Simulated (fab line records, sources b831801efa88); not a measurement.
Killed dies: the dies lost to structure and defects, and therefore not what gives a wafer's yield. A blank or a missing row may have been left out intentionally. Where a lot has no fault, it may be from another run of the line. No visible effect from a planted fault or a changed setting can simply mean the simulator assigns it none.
Tool commonality check :: flow gf180mcu :: Lots sampled 12, wafers sampled 36

== THE REASON FOR OPENING IT ==
Of 12 lots, 2 have the reading V4_CVD_00_THK flagged at GF_V4_THK_MEAS_01. No-fault wafers: 601 nm, standard deviation 6.5.
Rule: a lot is flagged in two cases, either no wafer of it has a number, or all its wafers with numbers fall more than 4 standard deviations from that mean. As for the other lots, they are considered sound.

lot: L177
measured: day 23 19:28
on: film_metro-01
V4_CVD_00_THK (nm), wafer by wafer: 604 598 599
flag: 

lot: L179
measured: day 24 03:13
on: film_metro-01
V4_CVD_00_THK (nm), wafer by wafer: 591 597 596
flag: 

lot: L178
measured: day 24 06:12
on: film_metro-01
V4_CVD_00_THK (nm), wafer by wafer: 595 610 600
flag: 

lot: L180
measured: day 24 10:04
on: film_metro-02
V4_CVD_00_THK (nm), wafer by wafer: 590 593 602
flag: 

lot: L181
measured: day 25 01:11
on: film_metro-01
V4_CVD_00_THK (nm), wafer by wafer: 599 603 605
flag: 

lot: L182
measured: day 25 08:06
on: film_metro-02
V4_CVD_00_THK (nm), wafer by wafer: 607 604 599
flag: 

lot: L183
measured: day 25 16:32
on: film_metro-02
V4_CVD_00_THK (nm), wafer by wafer: 606 613 608
flag: 

lot: L192
measured: day 28 16:20
on: film_metro-04
V4_CVD_00_THK (nm), wafer by wafer: 508 523 516
flag: FLAGGED

lot: L193
measured: day 28 19:08
on: film_metro-02
V4_CVD_00_THK (nm), wafer by wafer: 509 510 508
flag: FLAGGED

lot: L195
measured: day 29 08:46
on: film_metro-04
V4_CVD_00_THK (nm), wafer by wafer: 604 599 603
flag: 

lot: L198
measured: day 29 22:53
on: film_metro-02
V4_CVD_00_THK (nm), wafer by wafer: 605 597 603
flag: 

lot: L200
measured: day 30 15:18
on: film_metro-02
V4_CVD_00_THK (nm), wafer by wafer: 586 594 591
flag: 
On average the flagged lots' numbers are 512 nm, which is -89 nm against the usual, or -14 standard deviations.

== WHICH TOOL RAN EACH LOT ==
3 process steps preceding the reading are held in the record, out of 602 steps in the route. Read each cell as the tool, then ch plus the chambers that the sampled wafers visited, then the start.
lot: L177
flag: 
GF_V3_SPUTTER_22: pvd_sputter-04, day 22 18:56
GF_M4_SPUTTER_01: pvd_sputter-03, day 22 19:40
GF_V4_CVD_00: hdpcvd-02 ch 0,1,2, day 23 19:23

lot: L179
flag: 
GF_V3_SPUTTER_22: pvd_sputter-04, day 23 02:40
GF_M4_SPUTTER_01: pvd_sputter-02, day 23 03:37
GF_V4_CVD_00: hdpcvd-02 ch 0,1,2, day 24 03:08

lot: L178
flag: 
GF_V3_SPUTTER_22: pvd_sputter-02, day 23 05:35
GF_M4_SPUTTER_01: pvd_sputter-02, day 23 06:20
GF_V4_CVD_00: hdpcvd-01 ch 0,1,2, day 24 06:07

lot: L180
flag: 
GF_V3_SPUTTER_22: pvd_sputter-04, day 23 10:17
GF_M4_SPUTTER_01: pvd_sputter-01, day 23 11:02
GF_V4_CVD_00: hdpcvd-02 ch 0,1,2, day 24 09:58

lot: L181
flag: 
GF_V3_SPUTTER_22: pvd_sputter-01, day 24 01:10
GF_M4_SPUTTER_01: pvd_sputter-02, day 24 02:01
GF_V4_CVD_00: hdpcvd-01 ch 0,2, day 25 01:06

lot: L182
flag: 
GF_V3_SPUTTER_22: pvd_sputter-01, day 24 09:08
GF_M4_SPUTTER_01: pvd_sputter-03, day 24 09:52
GF_V4_CVD_00: hdpcvd-01 ch 0,1,2, day 25 08:02

lot: L183
flag: 
GF_V3_SPUTTER_22: pvd_sputter-01, day 24 17:25
GF_M4_SPUTTER_01: pvd_sputter-02, day 24 18:16
GF_V4_CVD_00: hdpcvd-01 ch 0,2, day 25 16:28

lot: L192
flag: FLAGGED
GF_V3_SPUTTER_22: pvd_sputter-02, day 27 19:38
GF_M4_SPUTTER_01: pvd_sputter-01, day 27 20:22
GF_V4_CVD_00: hdpcvd-01 ch 0,1,2, day 28 16:16

lot: L193
flag: FLAGGED
GF_V3_SPUTTER_22: pvd_sputter-04, day 27 21:38
GF_M4_SPUTTER_01: pvd_sputter-03, day 27 22:32
GF_V4_CVD_00: hdpcvd-01 ch 0,1,2, day 28 19:04

lot: L195
flag: 
GF_V3_SPUTTER_22: pvd_sputter-02, day 28 11:53
GF_M4_SPUTTER_01: pvd_sputter-03, day 28 12:37
GF_V4_CVD_00: hdpcvd-02 ch 0,1, day 29 08:42

lot: L198
flag: 
GF_V3_SPUTTER_22: pvd_sputter-01, day 29 01:41
GF_M4_SPUTTER_01: pvd_sputter-03, day 29 02:25
GF_V4_CVD_00: hdpcvd-02 ch 0,1,2, day 29 22:49

lot: L200
flag: 
GF_V3_SPUTTER_22: pvd_sputter-01, day 29 18:56
GF_M4_SPUTTER_01: pvd_sputter-01, day 29 19:43
GF_V4_CVD_00: hdpcvd-02 ch 0,2, day 30 15:13
These steps, and what they do:
- GF_V3_SPUTTER_22: material TiN, target thk 10 nm, time 40 s.
- GF_M4_SPUTTER_01: material TiN, target thk 30 nm, time 25 s.
- GF_V4_CVD_00: deposits SiO2, target thk 600 nm, time 100 s.
- GF_V4_THK_MEAS_01

== FLAGGED OVER TOTAL, TOOL BY TOOL (the gauges that took the reading come last) ==
step: GF_V3_SPUTTER_22
tool: pvd_sputter-01
lots run: 5
flagged: 0
share of the flagged lots: none
sound lots run after its first flagged lot: -

step: GF_V3_SPUTTER_22
tool: pvd_sputter-02
lots run: 3
flagged: 1
share of the flagged lots: some
sound lots run after its first flagged lot: 1 (L195)

step: GF_V3_SPUTTER_22
tool: pvd_sputter-04
lots run: 4
flagged: 1
share of the flagged lots: some
sound lots run after its first flagged lot: 0

step: GF_M4_SPUTTER_01
tool: pvd_sputter-01
lots run: 3
flagged: 1
share of the flagged lots: some
sound lots run after its first flagged lot: 1 (L200)

step: GF_M4_SPUTTER_01
tool: pvd_sputter-02
lots run: 4
flagged: 0
share of the flagged lots: none
sound lots run after its first flagged lot: -

step: GF_M4_SPUTTER_01
tool: pvd_sputter-03
lots run: 5
flagged: 1
share of the flagged lots: some
sound lots run after its first flagged lot: 2 (L195,L198)

step: GF_V4_CVD_00
tool: hdpcvd-01
lots run: 6
flagged: 2
share of the flagged lots: all
sound lots run after its first flagged lot: 0

step: GF_V4_CVD_00
tool: hdpcvd-02
lots run: 6
flagged: 0
share of the flagged lots: none
sound lots run after its first flagged lot: -

step: GF_V4_THK_MEAS_01
tool: film_metro-01
lots run: 4
flagged: 0
share of the flagged lots: none
sound lots run after its first flagged lot: -

step: GF_V4_THK_MEAS_01
tool: film_metro-02
lots run: 6
flagged: 1
share of the flagged lots: some
sound lots run after its first flagged lot: 2 (L198,L200)

step: GF_V4_THK_MEAS_01
tool: film_metro-04
lots run: 2
flagged: 1
share of the flagged lots: some
sound lots run after its first flagged lot: 1 (L195)

== WHAT THE TABLE PERMITS ==
All flagged lots share 1 row of the table, namely hdpcvd-01 at GF_V4_CVD_00.
- hdpcvd-01 at GF_V4_CVD_00: 2 of its 6 lots flagged. It ran its last sound lot, L183, at day 25 16:28 and its first flagged lot, L192, at day 28 16:16: a fault with its onset between the two fits. Its own readings (sih4_flow_sccm) fall more than 4 standard deviations out on all wafers of the flagged lots.
One tool is left: hdpcvd-01 at GF_V4_CVD_00.

== WHAT THE SIMULATOR HAD PUT IN ==
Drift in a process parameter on hdpcvd-01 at GF_V4_CVD_00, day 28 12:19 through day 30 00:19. From 60, the setting sih4_flow_sccm moved by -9. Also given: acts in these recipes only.
Lots struck among those shown: L192, L193. The rule given above showed the same thing.
